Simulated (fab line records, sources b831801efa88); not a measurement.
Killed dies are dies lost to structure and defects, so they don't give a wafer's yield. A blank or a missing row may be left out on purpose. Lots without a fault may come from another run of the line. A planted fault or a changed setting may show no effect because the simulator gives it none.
Which tool did it? | flow sky130 | 6 lots, 18 wafers sampled, at 2 steps of a route of 708

WHAT THE GAUGES READ, wafer by wafer
SKY_GATE_OXIDE_TW_MEAS_14.
lot  | measured     | on            | GATE_OXIDE_TW
L921 | day 14 08:17 | film_metro-04 | 224.6 222.1 224.2
L925 | day 16 08:43 | film_metro-02 | 222.5 221.9 222.3
L929 | day 17 18:35 | film_metro-02 | 221.0 222.1 219.8
L933 | day 18 23:15 | film_metro-04 | 224.1 223.9 223.2
L937 | day 20 03:43 | film_metro-02 | 378.7 381.0 376.3
L941 | day 21 14:05 | film_metro-04 | 222.6 223.2 222.0

WHICH TOOL RAN EACH LOT (tool, then ch and the chambers of the sampled wafers, then the start)
lot  | SKY_GATE_OXIDE_IMPLANT_11
L921 | implanter-01 ch 0, day 14 07:58
L925 | implanter-01 ch 0, day 16 08:23
L929 | implanter-01 ch 0, day 17 18:16
L933 | implanter-04 ch 0, day 18 22:55
L937 | implanter-04 ch 0, day 20 03:22
L941 | implanter-03 ch 0, day 21 13:44
- SKY_GATE_OXIDE_IMPLANT_11

THE ANSWER, worked out from the rows above alone
Rule: what is usual is taken from the lots themselves. Put in order of their means at a reading, lots are off if they are a third of the lots or fewer, leave a main group of 4 or more, and stand apart from it by a gap of 3 or more times the standard deviation of the main group's means; of several such gaps the widest counts. A main group whose means are all the same, to the digits that the tables above print for the reading, isn't used. A lot without any number at a reading at which 4 lots or more have one is off too. The other lots that the step has rows for count as sound.
Off: L937, at SKY_GATE_OXIDE_TW_MEAS_14 (GATE_OXIDE_TW). The main group: mean 222.6, standard deviation 1.
A tool fits if, at a process step before that reading, it ran every lot that is off, and no sound lot after the first of them. The gauges at SKY_GATE_OXIDE_TW_MEAS_14 are tried like those tools. Can't be told from this: 2 tools fit, implanter-04 at SKY_GATE_OXIDE_IMPLANT_11, film_metro-02 at SKY_GATE_OXIDE_TW_MEAS_14.

WHAT THE SIMULATOR HAD PUT IN
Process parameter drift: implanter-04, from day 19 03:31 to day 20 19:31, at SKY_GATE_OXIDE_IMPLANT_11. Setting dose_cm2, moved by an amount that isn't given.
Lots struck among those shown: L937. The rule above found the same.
